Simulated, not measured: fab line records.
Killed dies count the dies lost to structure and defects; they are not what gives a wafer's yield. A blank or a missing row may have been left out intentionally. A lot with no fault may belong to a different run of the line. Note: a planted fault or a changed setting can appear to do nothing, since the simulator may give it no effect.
Which tool was responsible? ; flow gf180mcu ; 14 lots with 42 wafers sampled at 2 steps, on a route of 602 steps

== WHAT THE GAUGES READ, wafer by wafer ==
GF_V1_THK_MEAS_01.
lot;measured;on;V1_CVD_00_THK (nm)
L951;day 16 22:54;filmMetro-04;603 603 604
L953;day 18 03:04;filmMetro-01;597 599 593
L956;day 19 15:14;filmMetro-01;601 602 596
L958;day 20 05:32;filmMetro-02;606 609 617
L960;day 20 08:22;filmMetro-02;599 588 593
L961;day 21 02:14;filmMetro-01;595 591 602
L962;day 21 07:51;filmMetro-02;592 604 605
L963;day 21 18:41;filmMetro-04;602 598 597
L969;day 23 14:04;filmMetro-04;592 589 593
L970;day 23 22:16;filmMetro-04;597 589 594
L971;day 24 04:32;filmMetro-04;591 598 607
L972;day 24 14:35;filmMetro-01;604 602 601
L973;day 24 23:24;filmMetro-02;604 597 604
L974;day 25 01:06;filmMetro-02;602 600 605

== EACH LOT AND THE TOOL THAT RAN IT (in order: tool; ch and the chambers of the sampled wafers; start) ==
lot;GF_CONTACT_CMP_27
L951;cmp-02 ch 0,1, day 15 23:00
L953;cmp-02 ch 0,1,2, day 17 01:51
L956;cmp-01 ch 1,2, day 18 13:22
L958;cmp-02 ch 1,2,3, day 19 03:30
L960;cmp-02 ch 0,3, day 19 06:17
L961;cmp-02 ch 0,2,3, day 20 00:48
L962;cmp-02 ch 2,3, day 20 06:31
L963;cmp-01 ch 2,3, day 20 17:32
L969;cmp-02 ch 1,2,3, day 22 13:54
L970;cmp-01 ch 1,2,3, day 22 22:39
L971;cmp-01 ch 1,2,3, day 23 04:42
L972;cmp-02 ch 2,3, day 23 15:07
L973;cmp-01 ch 0,1,2, day 23 23:53
L974;cmp-01 ch 1,2,3, day 24 02:06
- GF_CONTACT_CMP_27: polishes, stops on SiO2, t overpolish 15 s, target thk 0 nm.

== WHAT THE TOOLS THEMSELVES READ (means of the sampled wafers that have a number; where no wafer has one, the mark that the record gives instead) ==
GF_CONTACT_CMP_27.
lot;tool;motorCurrentA (A);overpolishRunS (s);timeToEndpointS (s)
L951;cmp-02;10.8;15.007;67
L953;cmp-02;10.9;14.993;69
L956;cmp-01;12.6;15.000;72
L958;cmp-02;10.8;15.002;70
L960;cmp-02;11.6;15.007;67
L961;cmp-02;11.7;14.999;65
L962;cmp-02;11.2;15.006;69
L963;cmp-01;9.9;14.995;72
L969;cmp-02;10.9;15.002;68
L970;cmp-01;11.3;14.999;74
L971;cmp-01;11.2;15.007;73
L972;cmp-02;11.7;15.007;70
L973;cmp-01;10.9;14.998;78
L974;cmp-01;11.3;14.996;78

== THE ANSWER, worked out from the rows above alone ==
Rule: the lots themselves supply what counts as usual. The widest of any qualifying gaps counts: lots, ordered by their means at a reading, are off when they make up no more than a third of the lots, leave a main group of 4 or more, and stand apart from it by 3 or more times the standard deviation of that group's means. Not used: any main group whose means are identical at the precision the tables above print for the reading. Also off: a lot with no number at a reading for which 4 or more lots have one. Where the step has rows for the other lots, those lots are counted as sound. Order of review: gauges by route order, followed by the tools' own readings, for which a lot's mean as printed above is used. At the first step where some lot is off, the reading lying furthest off is the one used; lots without a number count as furthest.
Across all readings shown, no lot is off: no conclusion can be drawn from this.

== WHAT THE SIMULATOR HAD PUT IN ==
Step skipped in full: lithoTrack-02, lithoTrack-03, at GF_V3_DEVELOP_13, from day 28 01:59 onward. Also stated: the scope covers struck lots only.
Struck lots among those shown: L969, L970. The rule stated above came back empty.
